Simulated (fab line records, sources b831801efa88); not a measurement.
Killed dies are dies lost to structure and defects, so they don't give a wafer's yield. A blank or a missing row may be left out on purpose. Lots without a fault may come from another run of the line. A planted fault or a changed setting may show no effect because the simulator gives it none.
A struck lot beside a sound one | flow sky130 | 16 steps out of a route of 708
Sound: wafers L712.1, L712.3, L712.5. Struck: wafers L715.2, L715.3, L715.4. The cause comes at the end.
At each step with rows: each side's tool, then ch and its chambers, then its first start. Under that, the readings that differ: sound wafers | struck wafers | difference of the means | sigmas: that difference in standard deviations of wafers without a fault.
alike: readings whose means differ by less than 2 such deviations, and words and numbers that are the same on both sides. not compared: withheld readings, readings that some wafer has no value for, bounds like >300 that may hide the same value, and numbers for which the record gives no deviation and whose values overlap.
The two part at a step that has a row with sigmas, a row that says differs or no value, or rows on one side only. Numbers that don't overlap but have no deviation are shown without sigmas and don't part them. A reading that every wafer of one side lacks parts them only if that side has two wafers or more.

SKY_VIA3_BOW_MEAS_03:
  sound on film_metro-03, day 39 10:44; struck on film_metro-03, day 40 16:22
  alike: VIA3_BOW
then, 8 steps without rows for these wafers: SKY_VIA3_DEHYDRATE_04 (time 60 s); SKY_VIA3_HMDS_05 (prime time 60 s); SKY_VIA3_COAT_06 (resist thk 60 nm); SKY_VIA3_COAT_07 (resist thk 450 nm); SKY_VIA3_SOFTBAKE_08 (time 90 s); SKY_VIA3_EXPOSE_09 (exposes mask VIM3, target cd 200 nm); SKY_VIA3_PEB_10; SKY_VIA3_DEVELOP_11 (develop time 60 s).
SKY_VIA3_CD_MEAS_12: target cd 200 nm.
  sound on cd_sem-02, day 40 11:23; struck on cd_sem-02, day 41 15:52
  alike: cd_nm
SKY_VIA3_OVL_MEAS_13:
  sound on overlay-01, day 40 11:31; struck on overlay-01, day 41 15:59
  alike: VIA3_OVL
SKY_VIA3_ETCH_14: etches BARC in N2/H2, stops on SiO2, time 45.9 s, target depth 60 nm.
  sound on rie_diel-04 ch 1,2,3, day 40 11:32; struck on rie_diel-03 ch 0,1,2, day 41 16:01
  alike: drypump_motor_current_A, oes_product_au, throttle_valve_pct
  not compared: rf_hours_counter_h
SKY_VIA3_ETCH_15: etches SiO2 in C4F8/O2/Ar, stops on TiN, target depth 507 nm, time 78 s.
  sound on rie_diel-04 ch 1,2,3, day 40 11:35; struck on rie_diel-03 ch 0,1,2, day 41 16:03
  reading                                     | sound             | struck            | difference | sigmas
  oes_product_au (a.u.)                       | 0.947 0.947 0.953 | 0.896 0.905 0.913 | -0.044     | -10
  model.VIA3.feature_depth_nm (nm)            | 465.5 465.1 466.7 | 427.8 426.6 426   | -39.0      |
  model.etch.depth_nm (nm)                    | 465.5 465.1 466.7 | 427.8 426.6 426   | -39.0      |
  model.KrF-thick_of_VIA3_COAT_07.thk_nm (nm) | 294.4 291.4 292.2 | 308.7 310.9 309.9 | +17.2      |
  not compared: rf_hours_counter_h
SKY_VIA3_STRIP_16: strips in O2/N2.
  sound on plasma_asher-02 ch 1, day 40 11:39; struck on plasma_asher-04 ch 0,1, day 41 16:07
  reading                      | sound             | struck            | difference | sigmas
  strip_time_to_endpoint_s (s) | 4.171 4.119 4.137 | 4.298 4.326 4.313 | +0.170     | +6
  alike: drypump_motor_current_A, oes_product_au
  not compared: rf_hours_counter_h
then, 1 step without rows for these wafers: SKY_VIA3_STRIP_17 (strips in post etch residue remover, time 1200 s).
-- the record jumps here: 6 days lie between the struck wafers' starts before and after (it left off in module VIA3 and takes up again in module PAD_OPEN, whose first step shown is number 708 of the route) --
SKY_PAD_OPEN_PROBE_99:
  sound on prober-01, day 46 11:15; struck on prober-02, day 47 11:05
  reading                  | sound          | struck         | difference | sigmas
  defect_limited_yield (%) | 79.5 85.4 84.3 | 35.0 29.5 25.6 | -53.0      | -27
  killed_at_M0_to_M3       | 42 39 40       | 285 313 326    | +268       | +36
  killed_dies              | 101 72 77      | 320 347 366    | +261       | +26
  killed_on_rim            | 24 18 18       | 84 89 88       | +67        | +18
  alike: killed_at_M4_up, killed_at_contacts, killed_at_front_end, killed_at_other, killed_open, killed_short

WHERE THEY PART
First at SKY_VIA3_ETCH_15; last, within this record, at SKY_PAD_OPEN_PROBE_99.

WHY: what the simulator had put in
Process parameter drift: rie_diel-03, from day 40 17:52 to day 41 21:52, at SKY_VIA3_ETCH_15. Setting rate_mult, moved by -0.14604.
